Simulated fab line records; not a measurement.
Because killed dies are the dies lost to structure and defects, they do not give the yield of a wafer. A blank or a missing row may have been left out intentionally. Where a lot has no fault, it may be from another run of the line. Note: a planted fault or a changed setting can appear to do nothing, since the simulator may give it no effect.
Problem report, 8D (eight disciplines) form, completed by code ; flow gf180mcu ; the parts of the form that need people (team, actions taken, sign-off) are left out

== 1. THE ISSUE ==
Wafers without a fault read 179 s with a standard deviation of 4.3, while run length s at GF_HV_LDD_CLEAN_51 averages 79 s across 3 wafers of 1 lot. Relative to the usual mean, that is a shift of -23 standard deviations.
The step: cleans in SC1/SC2, time 150 s.
First seen on wafer L810.3, day 17 21:27, on wet bench-04. The record holds 39 wafers of 13 lots with a number at this step. Rule for "out" (also "out of limits"): further than 4 standard deviations from the usual mean. All remaining wafers that have a number are taken as sound.

== 2. WHAT IT IS AND WHAT IT IS NOT ==
question;is;is not
which readings at this step;run length s;bath heat duty pct
which lots;L810;L795, L796, L798, L799, L800, L803, L804, L805, L807, L814, L815, L816
which wafers of those lots;all that have a number;-
read on which tools;wet bench-04;wet bench-01, wet bench-02
when;from day 17 21:27;"up to then (27 sound wafers); but 9 sound wafers of L814, L815, L816 came after"

== 3. SUSPECTS, AND WHAT RULES EACH OUT ==
Counting: a tool at a process step up to the reading stays a suspect if it ran every lot that is out and no sound lot after the first of them.
- wet bench-04 at GF_HV_LDD_CLEAN_51 (cleans in SC1/SC2, time 150 s): kept. It ran the lot that is out, L810 (day 17 21:27), and no sound lot after that; its last sound lot up to then is L805 (day 15 19:27). Its own readings are out on those wafers: run length s.
Remaining after the count: wet bench-04 at GF_HV_LDD_CLEAN_51.

== 4. THE CAUSE (what the simulator had put in) ==
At GF_HV_LDD_CLEAN_51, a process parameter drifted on wet bench-04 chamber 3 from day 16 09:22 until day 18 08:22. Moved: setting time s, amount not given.
After counting, this tool was the only one left.

== 5. THE CHAIN OF EFFECTS, in route order ==
One row per reading whose mean, taken over the struck wafers that have a number, lies over 3 standard deviations from the usual. Readings are gone through only where the record gives a usual standard deviation; hours: the median, over the lots, of the time from a lot's start at the first step in this table giving one to that lot's start at this step; sigmas: the change measured in usual standard deviations.
hours;step;reading;usual;on struck wafers;change;sigmas
0;GF_HV_LDD_CLEAN_51;run length s;179 s;79;-100;-23
Process steps it contains:
- GF_HV_LDD_CLEAN_51: cleans in SC1/SC2, time 150 s.
At these later measuring or inspecting steps, every struck wafer for which the step has a row has a number for every such reading, and none has moved that far: GF_M1_THK_MEAS_06, GF_M1_CD_MEAS_14.

== 6. WHAT WOULD HAVE CAUGHT IT SOONER ==
In this record no reading fell out of limits until day 17 21:27, 36 hours after the fault had begun at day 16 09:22.
